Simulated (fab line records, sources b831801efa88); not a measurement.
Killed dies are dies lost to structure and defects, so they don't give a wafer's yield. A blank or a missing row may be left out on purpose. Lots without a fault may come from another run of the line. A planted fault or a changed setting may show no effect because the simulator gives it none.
fab line records | flow sky130
record lots=6 wafers=18 last_day=50
route steps=708 shown POLY_GATE@236 LDD_N@237 PAD_OPEN@708
lots that met no fault: from a run of the same line without faults
start_h: hours from the record's first day to the start of the lot's first wafer shown | wait_h: hours since the lot's step before | " the same as in the row above | L1.1+2: a row that stands for several wafers | - no value, or no start given | * or withheld: withheld | < > ~ a bound
route shown NAME@n: a module of which the file shows steps, and the number in the route of the first | usual: mean/standard deviation of fault-free wafers | same: alike in all rows | chamber/n: place in a boat | sites: the reading at each site | _std_site: their standard deviation | _edge_site: outer sites' mean less inner sites' | radius_mm: how far each site lies from the wafer's centre | mask NAME#n: copy n | behind: the tool/chamber that last shaped the wafer | hold: why the lot was held/for how many hours/how that ended | device: the transistor (n, p or np) that didn't switch | end of line: the same wafers' tests at the end of the route | a step without rows: its recipe alone | killed: dies lost to structure and defects at the first sort, not the wafer's yield | map: a wafer's dies, x killed, . not, _ none there
set.NAME: the setting as run; set.NAME@STEP: as run at that earlier step | model.NAME: the simulator's own value behind a step, which no gauge read
lots at some steps of the route; a table a step, a row a wafer
services: from which hour (start_h, from the record's first day; less than 0 if before it) a tool's chamber was out of use, for how many hours, and why
## steps
# step SKY_POLY_GATE_CD_MEAS_22
# usual cd_nm=150.7/2.1
# columns lot.wafer tool chamber start_h wait_h cd_nm
L523.1 cd_sem-02 - 399.24 0.1 150.4
L523.4 " - " " 151.3
L523.6 " - " " 152.3
L526.3 cd_sem-01 - 425.62 0.1 148.4
L526.4 " - " " 150.1
L526.6 " - " " 149.8
L531.3 cd_sem-02 - 485.49 0.3 145.8
L531.4 " - " " 146.8
L531.5 " - " " 149.0
L532.1 cd_sem-01 - 496.53 0.1 147.0
L532.3 " - " " 146.8
L532.4 " - " " 149.0
L536.2 cd_sem-02 - 536.46 0.1 151.5
L536.3 " - " " 150.9
L536.5 " - " " 148.5
L540.2 cd_sem-01 - 548.96 0.3 149.4
L540.3 " - " " 149.4
L540.4 " - " " 151.2
# step SKY_LDD_N_DEHYDRATE_00
# recipe temp_c=200 time_s=60
# step SKY_LDD_N_HMDS_01
# recipe prime_time_s=60 prime_temp_c=120
# step SKY_LDD_N_COAT_02
# recipe resist=NOVOLAK spin_rpm=3000 resist_thk_nm=300
# step SKY_LDD_N_SOFTBAKE_03
# recipe temp_c=90 time_s=60 resist=NOVOLAK
# step SKY_LDD_N_EXPOSE_04
# recipe mask_id=NTM target_cd_nm=840 na=0.6 source_shape=conventional sigma_outer=0.6 dose_mj=110
# step SKY_LDD_N_PEB_05
# recipe temp_c=withheld time_s=* resist=NOVOLAK
# step SKY_LDD_N_DEVELOP_06
# recipe develop_time_s=60 dev_temp_c=23.34
# step SKY_LDD_N_OVL_MEAS_07
# usual LDD_N_OVL=-0.3/1.6
# columns lot.wafer tool chamber start_h wait_h LDD_N_OVL[nm]
L523.1 overlay-01 - 427.24 0.1 0.4
L523.4 " - " " -0.6
L523.6 " - " " -0.8
L526.3 overlay-01 - 454.89 0.1 -0.2
L526.4 " - " " 0.2
L526.6 " - " " 0.3
L531.3 overlay-01 - 516.11 0.1 -0.6
L531.4 " - " " 0.4
L531.5 " - " " 0.9
L532.1 overlay-02 - 526.93 0.1 -2.2
L532.3 " - " " -2.8
L532.4 " - " " -4.9
L536.2 overlay-02 - 565.60 0.1 -1.9
L536.3 " - " " -1.3
L536.5 " - " " -1.3
L540.2 overlay-01 - 578.11 0.1 2.6
L540.3 " - " " 2.2
L540.4 " - " " 2.3
# step SKY_LDD_N_IMPLANT_08
# recipe species=As energy_kev=20 dose_cm2=7.5e+13 tilt_deg=withheld rotation_deg=23
# step SKY_LDD_N_IMPLANT_09
# recipe species=As energy_kev=20 dose_cm2=7.5e+13 tilt_deg=withheld rotation_deg=113
# step SKY_LDD_N_IMPLANT_10
# recipe species=As energy_kev=20 dose_cm2=7.5e+13 tilt_deg=withheld rotation_deg=203
# step SKY_LDD_N_IMPLANT_11
# recipe species=As energy_kev=20 dose_cm2=7.5e+13 tilt_deg=withheld rotation_deg=293
# usual beam_energy_keV=20.000/0.0073
# columns lot.wafer tool chamber start_h wait_h beam_energy_keV model.implant.rp_nm model.implant.drp_nm
L523.1 implanter-01 0 427.73 0.1 19.997 15.43 7.212
L523.4 " 0 " " 19.997 15.43 7.212
L523.6 " 0 " " 19.997 15.43 7.212
L526.3 implanter-03 0 455.41 0.1 19.991 16.19 7.212
L526.4 " 0 " " 19.999 16.19 7.212
L526.6 " 0 " " 19.998 16.19 7.212
L531.3 implanter-03 0 516.63 0.1 17.544 14.08 6.593
L531.4 " 0 " " 17.545 14.08 6.593
L531.5 " 0 " " 17.547 14.08 6.593
L532.1 implanter-03 0 527.41 0.1 17.545 14.95 6.593
L532.3 " 0 " " 17.540 14.95 6.593
L532.4 " 0 " " 17.530 14.95 6.593
L536.2 implanter-02 0 566.10 0.1 19.992 16.23 7.212
L536.3 " 0 " " 20.001 16.23 7.212
L536.5 " 0 " " 19.994 16.23 7.212
L540.2 implanter-01 0 578.62 0.1 20.018 16.45 7.212
L540.3 " 0 " " 20.008 16.45 7.212
L540.4 " 0 " " 20.010 16.45 7.212
# step SKY_LDD_N_IMPLANT_12
# recipe species=BF2 energy_kev=50 dose_cm2=5e+12 tilt_deg=30 rotation_deg=0
# step SKY_PAD_OPEN_PROBE_99
# usual killed_at_M0_to_M3=44/6.9 killed_at_M4_up=3.3/1.7 killed_at_contacts=24/4.7 killed_at_front_end=15/4.5 killed_at_other=0.2/0.49 killed_dies=86/8.4 killed_open=47/6.5 killed_short=39/6
# same gross_dies=492 killed_at_back_side=0
# columns lot.wafer tool chamber start_h wait_h killed_at_M0_to_M3 killed_at_M4_up killed_at_contacts killed_at_front_end killed_at_other killed_dies killed_open killed_short model.etest.tip_n.rs_ohm_sq
L523.1 prober-02 - 1090.80 0.1 42 4 29 12 0 87 42 45 438.8
L523.4 prober-02 - 1090.95 0.2 32 3 30 12 0 77 39 38 437.6
L523.6 prober-02 - 1091.05 0.2 51 2 27 16 0 96 46 50 434.8
L526.3 prober-01 - 1108.13 0.2 46 2 27 20 1 96 48 48 440.4
L526.4 prober-01 - 1108.18 0.2 64 2 23 20 0 109 54 55 445
L526.6 prober-01 - 1108.28 0.2 42 2 24 18 0 86 49 37 442.3
L531.3 prober-01 - 1147.56 0.2 55 2 20 23 0 100 54 46 445.9
L531.4 prober-01 - 1147.61 0.2 45 3 29 16 0 93 50 41 445.4
L531.5 prober-01 - 1147.66 0.2 48 1 22 15 0 86 49 37 452.6
L532.1 prober-02 - 1154.39 0.1 40 2 23 20 0 85 46 39 444.1
L532.3 prober-02 - 1154.49 0.2 35 3 29 11 0 78 36 42 443.8
L532.4 prober-02 - 1154.54 0.2 42 6 20 12 0 80 33 47 442.4
L536.2 prober-01 - 1179.46 0.1 48 4 22 13 1 88 49 39 441.2
L536.3 prober-01 - 1179.51 0.2 54 2 24 19 0 99 52 47 445.6
L536.5 prober-01 - 1179.61 0.2 49 5 26 7 0 87 41 46 440.5
L540.2 prober-02 - 1188.39 0.1 42 2 24 16 0 84 46 38 432.6
L540.3 prober-02 - 1188.44 0.2 40 5 27 11 1 84 51 33 430.8
L540.4 prober-02 - 1188.49 0.2 34 6 21 17 0 78 47 31 428.7
# killed by level:class
L523.1 CONTACT:geometric_particle:open=14 METAL2:geometric_particle:short=9 VIA1:geometric_particle:open=8 LOCAL_INTERCONNECT:geometric_particle:short=8 VIA1:geometric_particle:short=6 VIA2:geometric_particle:open=6 POLY_GATE:geometric_particle:short=5 METAL1:geometric_particle:short=5
L523.4 CONTACT:geometric_particle:open=9 CONTACT:geometric_particle:short=7 LOCAL_INTERCONNECT:geometric_particle:short=6 METAL1:geometric_particle:short=6 VIA1:geometric_particle:open=6 VIA2:geometric_particle:open=6 FIELD_ISO:geometric_particle:open=5 FIELD_ISO:geometric_particle:short=5
L523.6 VIA1:geometric_particle:open=14 CONTACT:geometric_particle:short=11 VIA1:geometric_particle:short=8 METAL1:geometric_particle:short=7 CONTACT:geometric_particle:open=7 VIA3:geometric_particle:open=6 METAL2:geometric_particle:short=5 VIA2:geometric_particle:open=4
L526.3 VIA1:geometric_particle:open=10 CONTACT:geometric_particle:open=10 METAL2:geometric_particle:short=8 LI_CONTACT:geometric_particle:open=6 METAL1:geometric_particle:short=6 VIA1:geometric_particle:short=5 VIA2:geometric_particle:short=5 FIELD_ISO:geometric_particle:short=4
L526.4 VIA1:geometric_particle:open=11 VIA1:geometric_particle:short=10 VIA3:geometric_particle:short=8 METAL2:geometric_particle:short=7 VIA3:geometric_particle:open=6 CONTACT:geometric_particle:open=6 VIA2:geometric_particle:open=6 FIELD_ISO:geometric_particle:short=5
L526.6 VIA1:geometric_particle:open=10 CONTACT:geometric_particle:open=9 VIA3:geometric_particle:open=7 FIELD_ISO:geometric_particle:open=6 LI_CONTACT:geometric_particle:open=6 FIELD_ISO:geometric_particle:short=5 POLY_GATE:geometric_particle:short=5 METAL1:geometric_particle:short=5
L531.3 VIA1:geometric_particle:open=13 LI_CONTACT:geometric_particle:open=11 METAL1:geometric_particle:short=9 FIELD_ISO:geometric_particle:open=7 FIELD_ISO:geometric_particle:short=6 METAL2:geometric_particle:short=6 VIA3:geometric_particle:open=6 VIA1:geometric_particle:short=5
L531.4 CONTACT:geometric_particle:open=12 LI_CONTACT:geometric_particle:open=9 VIA2:geometric_particle:open=9 FIELD_ISO:geometric_particle:short=7 METAL1:geometric_particle:short=6 LOCAL_INTERCONNECT:geometric_particle:short=5 VIA1:geometric_particle:open=5 METAL2:geometric_particle:short=5
L531.5 LI_CONTACT:geometric_particle:open=10 VIA1:geometric_particle:open=10 VIA3:geometric_particle:open=8 VIA3:geometric_particle:short=7 VIA2:geometric_particle:open=6 FIELD_ISO:geometric_particle:open=4 CONTACT:geometric_particle:open=4 METAL2:geometric_particle:short=4
L532.1 VIA3:geometric_particle:open=12 LI_CONTACT:geometric_particle:open=9 LOCAL_INTERCONNECT:geometric_particle:short=6 FIELD_ISO:geometric_particle:short=5 FIELD_ISO:geometric_particle:open=5 POLY_GATE:geometric_particle:short=5 VIA1:geometric_particle:open=5 VIA2:geometric_particle:open=5
L532.3 CONTACT:geometric_particle:short=9 CONTACT:geometric_particle:open=9 VIA1:geometric_particle:open=6 LOCAL_INTERCONNECT:geometric_particle:short=5 VIA2:geometric_particle:short=5 VIA3:geometric_particle:open=5 LI_CONTACT:geometric_particle:open=4 VIA1:geometric_particle:short=4
L532.4 VIA2:geometric_particle:short=7 CONTACT:geometric_particle:short=6 VIA2:geometric_particle:open=6 METAL1:geometric_particle:short=5 LI_CONTACT:geometric_particle:open=5 VIA1:geometric_particle:short=5 METAL4:geometric_particle:short=5 CONTACT:geometric_particle:open=4
L536.2 VIA1:geometric_particle:open=10 FIELD_ISO:geometric_particle:open=7 LI_CONTACT:geometric_particle:open=7 CONTACT:geometric_particle:open=7 VIA2:geometric_particle:open=7 VIA1:geometric_particle:short=6 VIA2:geometric_particle:short=5 METAL3:geometric_particle:short=4
L536.3 VIA1:geometric_particle:open=13 LI_CONTACT:geometric_particle:open=10 VIA3:geometric_particle:open=8 VIA2:geometric_particle:open=8 POLY_GATE:geometric_particle:short=6 CONTACT:geometric_particle:short=5 METAL1:geometric_particle:short=5 VIA1:geometric_particle:short=5
L536.5 CONTACT:geometric_particle:short=9 VIA1:geometric_particle:open=9 CONTACT:geometric_particle:open=8 METAL2:geometric_particle:short=6 VIA3:geometric_particle:open=6 VIA2:geometric_particle:short=6 VIA2:geometric_particle:open=5 METAL1:geometric_particle:short=4
L540.2 VIA1:geometric_particle:open=10 LI_CONTACT:geometric_particle:open=10 VIA3:geometric_particle:open=6 VIA1:geometric_particle:short=6 FIELD_ISO:geometric_particle:short=5 CONTACT:geometric_particle:open=5 METAL1:geometric_particle:short=5 METAL2:geometric_particle:short=5
L540.3 LI_CONTACT:geometric_particle:open=12 VIA1:geometric_particle:open=10 VIA2:geometric_particle:open=8 LOCAL_INTERCONNECT:geometric_particle:short=7 VIA2:geometric_particle:short=5 VIA3:geometric_particle:open=5 CONTACT:geometric_particle:open=4 VIA1:geometric_particle:short=4
L540.4 CONTACT:geometric_particle:open=8 VIA1:geometric_particle:open=8 FIELD_ISO:geometric_particle:open=6 LI_CONTACT:geometric_particle:open=6 VIA3:geometric_particle:open=6 VIA2:geometric_particle:short=6 METAL2:geometric_particle:short=4 METAL4:geometric_particle:short=4
## services
# columns tool chamber start_h hours kind
implanter-01 - 420.95 5.8 repair
implanter-01 - 441.82 2.0 repair
implanter-01 - 554.71 3.0 repair
## key
first_sign step=SKY_LDD_N_IMPLANT_11 reading=beam_energy_keV direction=down sigmas=99+ usual=* struck=*
effect none on later readings
model_effect step=SKY_LDD_N_IMPLANT_11 value=implant.rp_nm without=15.95 struck=14.52
model_effect step=SKY_PAD_OPEN_PROBE_99 value=etest.tip_n.rs_ohm_sq without=438.6 struck=445.7
met_at SKY_LDD_N_IMPLANT_11
struck_wafers L531.3,L531.4,L531.5,L532.1,L532.3,L532.4
tester_left_out L531,L532
onset_between 455.41 516.63
fault kind=process_parameter_drift tool=implanter-03 chamber=- onset_h=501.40 steps=SKY_LDD_N_IMPLANT_11 channel=energy_kev offset=* shape=step end_h=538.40 acts_in=* stated=*
# tester_left_out: of these lots the tester's yield and bins aren't shown, on N5 and GAA mostly nor the transistor test; their killed dies are dies lost to structure and defects alone, not to doping, threshold or leakage, so they don't give the yield
